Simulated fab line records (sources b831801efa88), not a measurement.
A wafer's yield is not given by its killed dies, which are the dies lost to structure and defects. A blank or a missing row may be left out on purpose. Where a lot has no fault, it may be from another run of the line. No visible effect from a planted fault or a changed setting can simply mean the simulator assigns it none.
fab line records	flow sky130
[record] lots = 12	wafers = 36	last_day = 50
route steps=708 shown CONTACT@430 METAL1@438 VIA1@458 PAD_OPEN@708
lots with no fault: from the same line, run without faults
start_h: the number of hours between the record's first day and the start of the first shown wafer of the lot	wait_h: hours since the lot's step before	" repeats the value in the row above	L1.1+2: a row that stands for several wafers	- no value, or no start was given	* or withheld: withheld	< > ~ a bound
route shown NAME@n: a module of which the file shows steps, and the number in the route of the first	usual: mean/standard deviation taken from wafers without a fault	same: alike in all rows	chamber/n: place in a boat	sites: the reading at each site	_std_site: their standard deviation	_edge_site: the outer-site mean with the inner-site mean subtracted	radius_mm: for every site, how far away it sits from the centre of the wafer	mask NAME#n: copy n	behind: the tool/chamber that last shaped the wafer	hold: reason for holding the lot/hours on hold/outcome of the hold	device: transistor that didn't switch, given as n, p or np	end of line: tests run on the same wafers once the route is complete	for a step that has no rows: nothing shown but its recipe	killed: count of dies lost to structure and defects at first sort (not the wafer's yield)	map: a wafer's dies, x killed, . not, _ none there
set.NAME: setting as actually run; set.NAME@STEP: the setting as run at that earlier step	model.NAME: the simulator's own value behind a step, which no gauge read
steps of the route over a sample of lots; a table a step, a row a wafer
services: the hour from which a tool's chamber was out of use, counted from the record's first day as start_h (under 0 if before that day), plus the number of hours and why
[[steps]]
[step SKY_CONTACT_CVD_24]
[recipe] material = W	target_thk_nm = 340	time_s = 102.12	temp_c = 400	pressure_torr = 40
[usual] heater_power_w = 847/32
lot.wafer	tool	chamber	start_h	wait_h	heater_power_w
L429.4	cvd_w-01	1	732.45	0.1	777
L429.5	"	0	"	"	867
L429.6	"	1	"	"	787
L431.1	cvd_w-02	0	747.71	0.0	908
L431.5	"	1	"	"	824
L431.6	"	0	"	"	884
L434.2	cvd_w-02	0	768.78	0.0	872
L434.3	"	0	"	"	878
L434.4	"	1	"	"	821
L435.1	cvd_w-01	1	775.08	0.0	815
L435.5	"	1	"	"	786
L435.6	"	0	"	"	899
L436.2	cvd_w-02	1	788.46	0.0	857
L436.4	"	1	"	"	831
L436.6	"	0	"	"	875
L437.1	cvd_w-01	1	805.92	0.0	793
L437.5	"	1	"	"	810
L437.6	"	1	"	"	796
L440.1	cvd_w-02	0	829.07	0.0	852
L440.3	"	0	"	"	862
L440.6	"	0	"	"	861
L441.2	cvd_w-01	0	835.33	0.0	859
L441.3	"	0	"	"	873
L441.6	"	0	"	"	890
L442.2	cvd_w-02	1	837.80	0.1	837
L442.3	"	1	"	"	840
L442.4	"	1	"	"	833
L445.1	cvd_w-02	1	858.62	0.0	843
L445.2	"	0	"	"	886
L445.3	"	1	"	"	834
L451.4	cvd_w-02	1	904.64	0.1	833
L451.5	"	0	"	"	860
L451.6	"	1	"	"	850
L452.2	cvd_w-02	0	908.22	0.1	871
L452.3	"	1	"	"	829
L452.5	"	1	"	"	848
[step SKY_METAL1_SPUTTER_04]
[recipe] material = TiN	target_thk_nm = 70	power_w = 6500	time_s = 58.3	chamber_pressure_pa = 0.4
[usual] throttle_valve_pct = 29.5/0.84
lot.wafer	tool	chamber	start_h	wait_h	throttle_valve_pct
L429.4	pvd_sputter-02	-	733.09	0.0	29.6
L429.5	"	-	"	"	27.9
L429.6	"	-	"	"	29.6
L431.1	pvd_sputter-04	-	748.39	0.0	30.8
L431.5	"	-	"	"	31.0
L431.6	"	-	"	"	28.9
L434.2	pvd_sputter-02	-	769.46	0.0	29.3
L434.3	"	-	"	"	29.5
L434.4	"	-	"	"	30.3
L435.1	pvd_sputter-02	-	775.76	0.0	28.0
L435.5	"	-	"	"	27.9
L435.6	"	-	"	"	29.2
L436.2	pvd_sputter-01	-	789.14	0.0	29.9
L436.4	"	-	"	"	30.4
L436.6	"	-	"	"	30.3
L437.1	pvd_sputter-01	-	806.71	0.0	28.5
L437.5	"	-	"	"	30.8
L437.6	"	-	"	"	28.4
L440.1	pvd_sputter-01	-	829.75	0.0	29.1
L440.3	"	-	"	"	30.0
L440.6	"	-	"	"	28.7
L441.2	pvd_sputter-02	-	836.01	0.0	28.9
L441.3	"	-	"	"	29.6
L441.6	"	-	"	"	28.2
L442.2	pvd_sputter-01	-	838.55	0.0	30.7
L442.3	"	-	"	"	28.8
L442.4	"	-	"	"	28.7
L445.1	pvd_sputter-02	-	859.30	0.0	29.6
L445.2	"	-	"	"	30.3
L445.3	"	-	"	"	29.1
L451.4	pvd_sputter-01	-	905.29	0.0	28.7
L451.5	"	-	"	"	30.8
L451.6	"	-	"	"	28.8
L452.2	pvd_sputter-02	-	908.90	0.0	30.2
L452.3	"	-	"	"	29.6
L452.5	"	-	"	"	30.6
[step SKY_VIA1_HDPCVD_00]
[recipe] material = SiO2	target_thk_nm = 1030	sigma_open_frac = 0.3	time_s = 171.7	temp_c = 400	sih4_flow_sccm = 60	pressure_mtorr = 6
[usual] pressure_mtorr = 6.004/0.011	sih4_flow_sccm = 59.98/0.18
lot.wafer	tool	chamber	start_h	wait_h	pressure_mtorr	sih4_flow_sccm
L429.4	hdpcvd-02	1	761.57	0.1	5.999	59.67
L429.5	"	2	"	"	6.015	59.88
L429.6	"	0	"	"	6.000	60.09
L431.1	hdpcvd-01	1	776.67	0.0	5.989	59.98
L431.5	"	1	"	"	5.991	59.77
L431.6	"	0	"	"	6.005	60.05
L434.2	hdpcvd-01	1	798.09	0.0	5.980	60.03
L434.3	"	2	"	"	6.025	60.13
L434.4	"	0	"	"	6.004	60.37
L435.1	hdpcvd-02	0	804.35	0.0	6.005	60.16
L435.5	"	1	"	"	5.984	59.95
L435.6	"	2	"	"	6.007	59.91
L436.2	hdpcvd-02	1	817.40	0.0	6.016	59.60
L436.4	"	2	"	"	5.997	59.89
L436.6	"	1	"	"	6.013	59.72
L437.1	hdpcvd-01	2	835.55	0.0	5.994	59.97
L437.5	"	2	"	"	5.983	59.77
L437.6	"	1	"	"	5.988	60.07
L440.1	hdpcvd-01	1	857.72	0.0	6.001	60.31
L440.3	"	0	"	"	6.018	47.92
L440.6	"	2	"	"	6.018	60.07
L441.2	hdpcvd-01	0	863.58	0.0	5.983	48.10
L441.3	"	2	"	"	6.001	59.84
L441.6	"	2	"	"	6.000	60.02
L442.2	hdpcvd-01	0	865.82	0.0	5.995	48.05
L442.3	"	1	"	"	6.013	59.78
L442.4	"	1	"	"	6.012	59.96
L445.1	hdpcvd-02	0	886.42	0.0	5.998	59.93
L445.2	"	1	"	"	6.008	59.60
L445.3	"	2	"	"	5.998	60.13
L451.4	hdpcvd-01	0	930.93	0.1	6.004	60.03
L451.5	"	1	"	"	6.003	60.02
L451.6	"	2	"	"	6.021	60.25
L452.2	hdpcvd-01	1	934.41	0.0	6.017	59.87
L452.3	"	2	"	"	5.979	60.05
L452.5	"	2	"	"	5.993	60.03
[step SKY_VIA1_THK_MEAS_01]
[recipe] reads = SiO2_of_VIA1_HDPCVD_00
[usual] VIA1_HDPCVD_THK = 1027/12
lot.wafer	tool	chamber	start_h	wait_h	VIA1_HDPCVD_THK[nm]
L429.4	film_metro-01	-	761.65	0.0	1020
L429.5	"	-	"	"	1006
L429.6	"	-	"	"	1036
L431.1	film_metro-01	-	776.79	0.1	1020
L431.5	"	-	"	"	1024
L431.6	"	-	"	"	1029
L434.2	film_metro-02	-	798.21	0.1	1007
L434.3	"	-	"	"	1031
L434.4	"	-	"	"	1018
L435.1	film_metro-01	-	804.46	0.1	1055
L435.5	"	-	"	"	1025
L435.6	"	-	"	"	1016
L436.2	film_metro-01	-	817.53	0.1	1032
L436.4	"	-	"	"	1031
L436.6	"	-	"	"	1035
L437.1	film_metro-02	-	835.67	0.1	1036
L437.5	"	-	"	"	1030
L437.6	"	-	"	"	1010
L440.1	film_metro-02	-	857.83	0.1	1026
L440.3	"	-	"	"	823
L440.6	"	-	"	"	1039
L441.2	film_metro-02	-	863.70	0.1	818
L441.3	"	-	"	"	1020
L441.6	"	-	"	"	1031
L442.2	film_metro-02	-	865.94	0.1	816
L442.3	"	-	"	"	1012
L442.4	"	-	"	"	1015
L445.1	film_metro-04	-	886.54	0.1	1035
L445.2	"	-	"	"	1017
L445.3	"	-	"	"	1001
L451.4	film_metro-02	-	931.02	0.0	1045
L451.5	"	-	"	"	1027
L451.6	"	-	"	"	1054
L452.2	film_metro-01	-	934.53	0.1	1033
L452.3	"	-	"	"	1041
L452.5	"	-	"	"	1045
[step SKY_VIA1_CD_MEAS_12]
[recipe] target_cd_nm = 150
[usual] cd_nm = 149.7/1.6
lot.wafer	tool	chamber	start_h	wait_h	cd_nm
L429.4	cd_sem-01	-	789.20	-	147.6
L429.5	"	-	"	"	147.3
L429.6	"	-	"	"	147.3
L431.1	cd_sem-01	-	805.22	-	151.2
L431.5	"	-	"	"	149.7
L431.6	"	-	"	"	150.4
L434.2	cd_sem-02	-	826.61	-	151.3
L434.3	"	-	"	"	151.9
L434.4	"	-	"	"	150.6
L435.1	cd_sem-02	-	832.19	-	153.2
L435.5	"	-	"	"	151.7
L435.6	"	-	"	"	152.0
L436.2	cd_sem-01	-	845.36	-	148.7
L436.4	"	-	"	"	149.0
L436.6	"	-	"	"	149.1
L437.1	cd_sem-01	-	861.89	-	149.2
L437.5	"	-	"	"	146.9
L437.6	"	-	"	"	148.0
L440.1	cd_sem-01	-	884.22	-	147.5
L440.3	"	-	"	"	147.7
L440.6	"	-	"	"	149.2
L441.2	cd_sem-02	-	890.21	-	149.9
L441.3	"	-	"	"	150.7
L441.6	"	-	"	"	149.0
L442.2	cd_sem-01	-	892.59	-	146.9
L442.3	"	-	"	"	149.2
L442.4	"	-	"	"	148.1
L445.1	cd_sem-02	-	912.94	-	150.3
L445.2	"	-	"	"	151.2
L445.3	"	-	"	"	149.6
L451.4	cd_sem-01	-	955.90	-	150.5
L451.5	"	-	"	"	153.1
L451.6	"	-	"	"	152.5
L452.2	cd_sem-01	-	959.26	-	151.0
L452.3	"	-	"	"	147.4
L452.5	"	-	"	"	149.9
[step SKY_PAD_OPEN_PROBE_99]
[usual] defect_limited_yield = 82.5/2	killed_at_M0_to_M3 = 42/6.6	killed_at_M4_up = 3.1/1.9	killed_at_contacts = 25/5.7	killed_at_front_end = 16/5	killed_at_other = 0.2/0.38	killed_dies = 86/9.6	killed_open = 47/7.2	killed_short = 39/6.2	sort_bin_3_pad_short = 0.9/0.44	sort_bin_5_function = 10.3/1.5	sort_bin_6_memory = 6.2/1.1	sort_n_pass = 406/9.6	sort_yield_pct = 82.5/2
[same] gross_dies = 492	killed_at_back_side = 0	sort_bin_4_leakage[%] = 0	sort_bin_8_speed[%] = 0
lot.wafer	tool	chamber	start_h	wait_h	defect_limited_yield[%]	killed_at_M0_to_M3	killed_at_M4_up	killed_at_contacts	killed_at_front_end	killed_at_other	killed_dies	killed_open	killed_short	sort_bin_3_pad_short[%]	sort_bin_5_function[%]	sort_bin_6_memory[%]	sort_n_pass	sort_yield_pct[%]
L429.4	prober-01	-	1074.84	0.2	81.9	42	2	21	24	0	89	44	45	1.2	10.2	6.7	403	81.9
L429.5	prober-01	-	1074.89	0.2	83.5	40	1	18	22	0	81	43	38	0.6	10.4	5.5	411	83.5
L429.6	prober-01	-	1074.94	0.2	85.0	35	2	19	18	0	74	38	36	0.8	8.3	5.9	418	85.0
L431.1	prober-01	-	1088.08	0.1	82.3	39	6	24	18	0	87	45	42	1.8	8.9	6.9	405	82.3
L431.5	prober-01	-	1088.28	0.2	85.4	43	3	17	8	1	72	38	33	1.6	7.7	5.3	420	85.4
L431.6	prober-01	-	1088.33	0.2	82.3	48	6	17	15	1	87	40	47	1.0	10.6	6.1	405	82.3
L434.2	prober-02	-	1101.79	0.1	81.5	34	3	36	18	0	91	52	39	0.6	12.4	5.5	401	81.5
L434.3	prober-02	-	1101.84	0.2	81.3	51	2	25	13	1	92	48	44	1.0	11.2	6.5	400	81.3
L434.4	prober-02	-	1101.89	0.2	79.9	44	3	36	16	0	99	54	45	1.2	12.0	6.9	393	79.9
L435.1	prober-01	-	1105.50	0.1	84.3	46	2	19	10	0	77	42	35	1.2	9.3	5.1	415	84.3
L435.5	prober-01	-	1105.70	0.2	82.9	40	8	20	16	0	84	34	50	0.8	11.8	4.5	408	82.9
L435.6	prober-01	-	1105.75	0.2	82.7	38	2	31	14	0	85	47	38	0.8	11.0	5.5	407	82.7
L436.2	prober-02	-	1118.91	0.1	80.1	37	3	33	25	0	98	45	53	1.8	11.4	6.7	394	80.1
L436.4	prober-02	-	1119.01	0.2	79.7	53	2	29	15	1	100	63	37	0.4	13.2	6.7	392	79.7
L436.6	prober-02	-	1119.11	0.2	78.0	39	5	28	35	1	108	56	52	1.2	12.0	8.7	384	78.0
L437.1	prober-01	-	1128.58	0.1	84.8	39	0	25	11	0	75	48	27	0.4	8.7	6.1	417	84.8
L437.5	prober-01	-	1128.78	0.2	82.5	46	3	23	14	0	86	48	38	0.8	10.4	6.3	406	82.5
L437.6	prober-01	-	1128.83	0.2	82.5	45	2	27	11	1	86	45	41	1.0	10.4	6.1	406	82.5
L440.1	prober-02	-	1147.68	0.1	82.7	34	2	30	19	0	85	46	39	0.6	10.6	6.1	407	82.7
L440.3	prober-02	-	1147.78	0.2	81.9	38	4	27	19	1	89	54	35	0.6	12.6	4.9	403	81.9
L440.6	prober-02	-	1147.93	0.2	80.7	44	8	29	13	1	95	54	41	1.0	13.0	5.3	397	80.7
L441.2	prober-01	-	1149.18	0.1	81.9	43	6	25	14	1	89	49	40	1.0	11.4	5.7	403	81.9
L441.3	prober-01	-	1149.23	0.2	83.3	48	0	15	18	1	82	37	45	0.6	8.9	7.1	410	83.3
L441.6	prober-01	-	1149.38	0.2	81.5	47	4	21	19	0	91	43	48	1.6	11.4	5.5	401	81.5
L442.2	prober-02	-	1152.74	0.1	80.5	35	6	35	20	0	96	49	47	1.6	10.6	7.3	396	80.5
L442.3	prober-02	-	1152.79	0.2	83.7	34	3	27	16	0	80	40	40	0.8	9.8	5.7	412	83.7
L442.4	prober-02	-	1152.84	0.2	80.3	52	4	28	13	0	97	51	46	1.6	11.6	6.5	395	80.3
L445.1	prober-01	-	1167.74	0.1	83.1	38	4	22	19	0	83	47	36	0.8	8.9	7.1	409	83.1
L445.2	prober-01	-	1167.79	0.1	86.0	37	2	19	11	0	69	35	34	0.8	9.3	3.9	423	86.0
L445.3	prober-01	-	1167.84	0.2	80.5	51	1	29	15	0	96	50	46	1.6	11.0	6.9	396	80.5
L451.4	prober-01	-	1195.65	0.2	80.1	57	4	20	17	0	98	59	39	0.4	11.2	8.3	394	80.1
L451.5	prober-01	-	1195.70	0.2	82.7	35	4	21	25	0	85	44	41	0.8	9.8	6.7	407	82.7
L451.6	prober-01	-	1195.75	0.2	85.0	42	4	16	12	0	74	36	38	1.0	8.9	5.1	418	85.0
L452.2	prober-02	-	1197.85	0.1	84.8	35	4	20	16	0	75	43	32	0.6	8.1	6.5	417	84.8
L452.3	prober-02	-	1197.90	0.2	84.6	43	4	24	5	0	76	43	33	0.8	9.1	5.5	416	84.6
L452.5	prober-02	-	1198.00	0.2	85.0	38	5	22	9	0	74	40	34	0.8	8.5	5.7	418	85.0
// killed by level:class
L429.4 LI_CONTACT:geometric_particle:open=9 POLY_GATE:geometric_particle:open=7 METAL1:geometric_particle:short=7 METAL2:geometric_particle:short=7 FIELD_ISO:geometric_particle:short=6 CONTACT:geometric_particle:open=6 VIA1:geometric_particle:short=6 METAL1:geometric_particle:open=4
L429.5 METAL1:geometric_particle:short=9 VIA2:geometric_particle:open=6 CONTACT:geometric_particle:open=6 VIA3:geometric_particle:open=6 POLY_GATE:geometric_particle:open=5 LOCAL_INTERCONNECT:geometric_particle:short=5 VIA3:geometric_particle:short=5 FIELD_ISO:geometric_particle:short=4
L429.6 FIELD_ISO:geometric_particle:open=7 VIA1:geometric_particle:open=7 CONTACT:geometric_particle:open=6 METAL1:geometric_particle:short=6 METAL2:geometric_particle:short=6 LI_CONTACT:geometric_particle:open=5 VIA2:geometric_particle:open=5 LOCAL_INTERCONNECT:geometric_particle:short=4
L431.1 VIA1:geometric_particle:open=11 LI_CONTACT:geometric_particle:open=8 CONTACT:geometric_particle:open=6 VIA3:geometric_particle:open=6 POLY_GATE:geometric_particle:short=5 CONTACT:geometric_particle:short=5 METAL4:geometric_particle:short=5 FIELD_ISO:geometric_particle:short=4
L431.5 CONTACT:geometric_particle:open=10 VIA1:geometric_particle:open=9 VIA1:geometric_particle:short=6 METAL2:geometric_particle:short=5 VIA2:geometric_particle:open=5 METAL3:geometric_particle:short=5 POLY_GATE:geometric_particle:open=4 VIA3:geometric_particle:open=4
L431.6 METAL2:geometric_particle:short=10 VIA1:geometric_particle:open=10 CONTACT:geometric_particle:open=6 METAL1:geometric_particle:short=6 VIA1:geometric_particle:short=6 VIA3:geometric_particle:open=5 FIELD_ISO:geometric_particle:short=4 CONTACT:geometric_particle:short=4
L434.2 CONTACT:geometric_particle:open=12 LI_CONTACT:geometric_particle:open=12 VIA1:geometric_particle:open=8 LOCAL_INTERCONNECT:geometric_particle:short=7 FIELD_ISO:geometric_particle:short=5 METAL1:geometric_particle:short=5 FIELD_ISO:geometric_particle:open=4 METAL2:geometric_particle:short=4
L434.3 VIA1:geometric_particle:open=12 LI_CONTACT:geometric_particle:open=8 POLY_GATE:geometric_particle:open=7 VIA1:geometric_particle:short=7 VIA3:geometric_particle:open=7 METAL1:geometric_particle:short=6 LOCAL_INTERCONNECT:geometric_particle:short=6 CONTACT:geometric_particle:open=6
L434.4 CONTACT:geometric_particle:open=12 LI_CONTACT:geometric_particle:open=10 VIA1:geometric_particle:open=7 LOCAL_INTERCONNECT:geometric_particle:short=7 VIA1:geometric_particle:short=6 METAL1:geometric_particle:short=6 VIA3:geometric_particle:open=6 POLY_GATE:geometric_particle:open=5
L435.1 VIA1:geometric_particle:open=14 CONTACT:geometric_particle:open=10 METAL2:geometric_particle:short=7 VIA2:geometric_particle:open=6 LI_CONTACT:geometric_particle:open=5 VIA1:geometric_particle:short=5 METAL1:geometric_particle:short=5 FIELD_ISO:geometric_particle:short=4
L435.5 FIELD_ISO:geometric_particle:short=7 CONTACT:geometric_particle:open=7 METAL1:geometric_particle:short=7 VIA1:geometric_particle:short=6 VIA1:geometric_particle:open=6 METAL2:geometric_particle:short=6 CONTACT:geometric_particle:short=5 VIA3:geometric_particle:open=5
L435.6 LI_CONTACT:geometric_particle:open=11 VIA3:geometric_particle:open=10 CONTACT:geometric_particle:short=8 METAL1:geometric_particle:short=6 VIA1:geometric_particle:open=6 METAL2:geometric_particle:short=5 VIA2:geometric_particle:open=5 LOCAL_INTERCONNECT:geometric_particle:short=4
L436.2 CONTACT:geometric_particle:open=10 CONTACT:geometric_particle:short=9 FIELD_ISO:geometric_particle:short=8 LI_CONTACT:geometric_particle:open=8 VIA1:geometric_particle:short=6 FIELD_ISO:geometric_particle:open=5 POLY_GATE:geometric_particle:short=5 VIA1:geometric_particle:open=5
L436.4 CONTACT:geometric_particle:open=14 VIA1:geometric_particle:open=11 VIA2:geometric_particle:open=8 VIA1:geometric_particle:short=8 VIA3:geometric_particle:open=7 FIELD_ISO:geometric_particle:open=6 METAL2:geometric_particle:short=6 POLY_GATE:geometric_particle:open=5
L436.6 CONTACT:geometric_particle:open=13 FIELD_ISO:geometric_particle:open=9 FIELD_ISO:geometric_particle:short=9 POLY_GATE:geometric_particle:open=9 METAL2:geometric_particle:short=8 VIA2:geometric_particle:open=6 POLY_GATE:geometric_particle:short=5 METAL1:geometric_particle:short=5
L437.1 LI_CONTACT:geometric_particle:open=10 VIA1:geometric_particle:open=8 VIA3:geometric_particle:open=7 METAL1:geometric_particle:short=6 VIA2:geometric_particle:open=6 LI_CONTACT:geometric_particle:short=5 CONTACT:geometric_particle:open=5 FIELD_ISO:geometric_particle:short=4
L437.5 VIA3:geometric_particle:open=10 METAL1:geometric_particle:short=10 LI_CONTACT:geometric_particle:open=9 VIA2:geometric_particle:open=6 CONTACT:geometric_particle:short=6 CONTACT:geometric_particle:open=6 METAL2:geometric_particle:short=6 VIA1:geometric_particle:open=5
L437.6 LI_CONTACT:geometric_particle:open=11 VIA1:geometric_particle:open=10 METAL1:geometric_particle:short=10 METAL2:geometric_particle:short=7 LI_CONTACT:geometric_particle:short=6 CONTACT:geometric_particle:open=6 FIELD_ISO:geometric_particle:short=5 VIA2:geometric_particle:open=5
L440.1 CONTACT:geometric_particle:open=11 FIELD_ISO:geometric_particle:open=7 LI_CONTACT:geometric_particle:open=7 VIA3:geometric_particle:open=7 FIELD_ISO:geometric_particle:short=6 VIA1:geometric_particle:short=6 LOCAL_INTERCONNECT:geometric_particle:short=5 CONTACT:geometric_particle:short=5
L440.3 VIA1:geometric_particle:open=12 LI_CONTACT:geometric_particle:open=10 FIELD_ISO:geometric_particle:open=9 CONTACT:geometric_particle:open=9 VIA2:geometric_particle:open=6 FIELD_ISO:geometric_particle:short=4 CONTACT:geometric_particle:short=4 METAL1:geometric_particle:short=4
L440.6 LI_CONTACT:geometric_particle:open=10 VIA1:geometric_particle:open=9 CONTACT:geometric_particle:open=8 FIELD_ISO:geometric_particle:open=6 VIA1:geometric_particle:short=6 METAL4:geometric_particle:short=6 METAL2:geometric_particle:short=5 VIA2:geometric_particle:open=5
L441.2 LI_CONTACT:geometric_particle:open=12 VIA1:geometric_particle:open=10 METAL2:geometric_particle:short=8 CONTACT:geometric_particle:open=6 METAL1:geometric_particle:short=6 POLY_GATE:geometric_particle:open=5 LOCAL_INTERCONNECT:geometric_particle:short=5 VIA3:geometric_particle:open=5
L441.3 METAL1:geometric_particle:short=11 VIA1:geometric_particle:open=10 FIELD_ISO:geometric_particle:short=7 METAL2:geometric_particle:short=7 CONTACT:geometric_particle:short=6 VIA3:geometric_particle:open=6 FIELD_ISO:geometric_particle:open=4 LI_CONTACT:geometric_particle:open=4
L441.6 VIA1:geometric_particle:open=10 METAL1:geometric_particle:short=8 LI_CONTACT:geometric_particle:open=6 VIA2:geometric_particle:open=6 FIELD_ISO:geometric_particle:short=5 POLY_GATE:geometric_particle:short=5 CONTACT:geometric_particle:open=5 CONTACT:geometric_particle:short=5
L442.2 CONTACT:geometric_particle:open=12 VIA1:geometric_particle:open=8 CONTACT:geometric_particle:short=7 LI_CONTACT:geometric_particle:open=7 METAL2:geometric_particle:short=6 SONOS_ONO:geometric_particle:open=5 POLY_GATE:geometric_particle:short=5 VIA1:geometric_particle:short=5
L442.3 METAL2:geometric_particle:short=10 CONTACT:geometric_particle:short=9 CONTACT:geometric_particle:open=8 LI_CONTACT:geometric_particle:open=7 VIA1:geometric_particle:open=5 POLY_GATE:geometric_particle:short=4 VIA1:geometric_particle:short=4 VIA3:geometric_particle:open=4
L442.4 VIA1:geometric_particle:open=16 LI_CONTACT:geometric_particle:open=8 LOCAL_INTERCONNECT:geometric_particle:short=7 METAL2:geometric_particle:short=7 VIA2:geometric_particle:open=7 VIA3:geometric_particle:open=6 VIA2:geometric_particle:short=5 FIELD_ISO:geometric_particle:open=4
L445.1 CONTACT:geometric_particle:open=8 POLY_GATE:geometric_particle:open=6 LI_CONTACT:geometric_particle:open=6 VIA1:geometric_particle:open=6 LOCAL_INTERCONNECT:geometric_particle:short=5 METAL1:geometric_particle:short=5 VIA2:geometric_particle:open=5 POLY_GATE:geometric_particle:short=4
L445.2 VIA1:geometric_particle:open=13 VIA1:geometric_particle:short=6 METAL2:geometric_particle:short=6 CONTACT:geometric_particle:open=5 LI_CONTACT:geometric_particle:short=4 CONTACT:geometric_particle:short=4 FIELD_ISO:geometric_particle:short=3 LI_CONTACT:geometric_particle:open=3
L445.3 CONTACT:geometric_particle:open=12 VIA1:geometric_particle:open=12 METAL2:geometric_particle:short=8 CONTACT:geometric_particle:short=7 LI_CONTACT:geometric_particle:open=6 VIA1:geometric_particle:short=6 POLY_GATE:geometric_particle:open=5 VIA2:geometric_particle:open=5
L451.4 VIA1:geometric_particle:open=14 VIA3:geometric_particle:open=10 VIA1:geometric_particle:short=9 POLY_GATE:geometric_particle:open=7 LI_CONTACT:geometric_particle:open=7 METAL2:geometric_particle:short=6 VIA2:geometric_particle:open=6 CONTACT:geometric_particle:open=5
L451.5 VIA1:geometric_particle:open=10 FIELD_ISO:geometric_particle:short=6 POLY_GATE:geometric_particle:open=6 CONTACT:geometric_particle:open=6 METAL2:geometric_particle:short=6 FIELD_ISO:geometric_particle:open=5 CONTACT:geometric_particle:short=5 VIA1:geometric_particle:short=4
L451.6 METAL2:geometric_particle:short=9 VIA1:geometric_particle:open=9 LOCAL_INTERCONNECT:geometric_particle:short=5 VIA2:geometric_particle:open=5 FIELD_ISO:geometric_particle:short=4 LI_CONTACT:geometric_particle:open=3 CONTACT:geometric_particle:open=3 VIA1:geometric_particle:short=3
L452.2 CONTACT:geometric_particle:open=11 VIA1:geometric_particle:open=9 POLY_GATE:geometric_particle:open=6 METAL1:geometric_particle:short=5 VIA3:geometric_particle:short=5 LI_CONTACT:geometric_particle:open=4 VIA1:geometric_particle:short=4 METAL4:geometric_particle:short=4
L452.3 VIA3:geometric_particle:open=10 VIA1:geometric_particle:open=10 CONTACT:geometric_particle:open=7 CONTACT:geometric_particle:short=6 LI_CONTACT:geometric_particle:open=5 VIA2:geometric_particle:open=5 VIA1:geometric_particle:short=4 METAL2:geometric_particle:short=4
L452.5 VIA1:geometric_particle:open=8 CONTACT:geometric_particle:open=7 LI_CONTACT:geometric_particle:open=6 VIA3:geometric_particle:open=6 CONTACT:geometric_particle:short=5 VIA1:geometric_particle:short=5 METAL1:geometric_particle:short=4 VIA2:geometric_particle:open=4
[[services]]
tool	chamber	start_h	hours	kind
hdpcvd-01	-	723.31	0.9	repair
cvd_w-02	-	730.63	2.8	pm
cvd_w-01	-	734.74	1.7	repair
cvd_w-02	1	752.33	4.6	repair
cvd_w-01	-	768.15	0.9	repair
pvd_sputter-02	-	770.07	2.0	repair
pvd_sputter-04	-	780.42	2.2	repair
pvd_sputter-01	-	791.37	15.1	repair
pvd_sputter-01	-	795.19	0.5	repair
cvd_w-01	0	805.01	13.3	repair
pvd_sputter-04	-	814.06	4.8	repair
pvd_sputter-01	2	829.80	-	consumable_replace:kit
pvd_sputter-01	2	829.80	18.0	scheduled_down
pvd_sputter-01	2	829.80	18.0	vent_cycle
cvd_w-02	0	833.48	6.2	repair
hdpcvd-01	-	866.40	14.6	pm
hdpcvd-01	-	885.19	8.7	repair
cvd_w-02	1	886.28	8.1	repair
pvd_sputter-04	-	888.09	2.7	repair
pvd_sputter-02	-	898.85	0.9	repair
cvd_w-01	-	904.00	14.0	pm
cvd_w-01	0	904.00	14.0	vent_cycle
cvd_w-01	1	904.00	14.0	vent_cycle
cvd_w-01	0	918.00	-	clean
[[key]]
[first_sign] step = SKY_VIA1_HDPCVD_00	reading = sih4_flow_sccm	direction = down	sigmas = 66	usual = 59.98	struck = 48.02
[effect] step = SKY_VIA1_THK_MEAS_01	reading = VIA1_HDPCVD_THK	direction = down	sigmas = 18	usual = 1027	struck = 819
met_at SKY_VIA1_HDPCVD_00
struck_lots L440,L441,L442
struck_wafers L440.3,L441.2,L442.2
not_acting_at SKY_CONTACT_CVD_24,SKY_METAL1_SPUTTER_04,SKY_VIA1_CD_MEAS_12
onset_between 798.09 857.72
[fault] kind = process_parameter_drift	tool = hdpcvd-01	chamber = 0	onset_h = 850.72	steps = SKY_VIA1_HDPCVD_00	channel = sih4_flow_sccm	offset = -12	shape = step	end_h = 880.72	acts_in = these_recipes_only	stated = 60
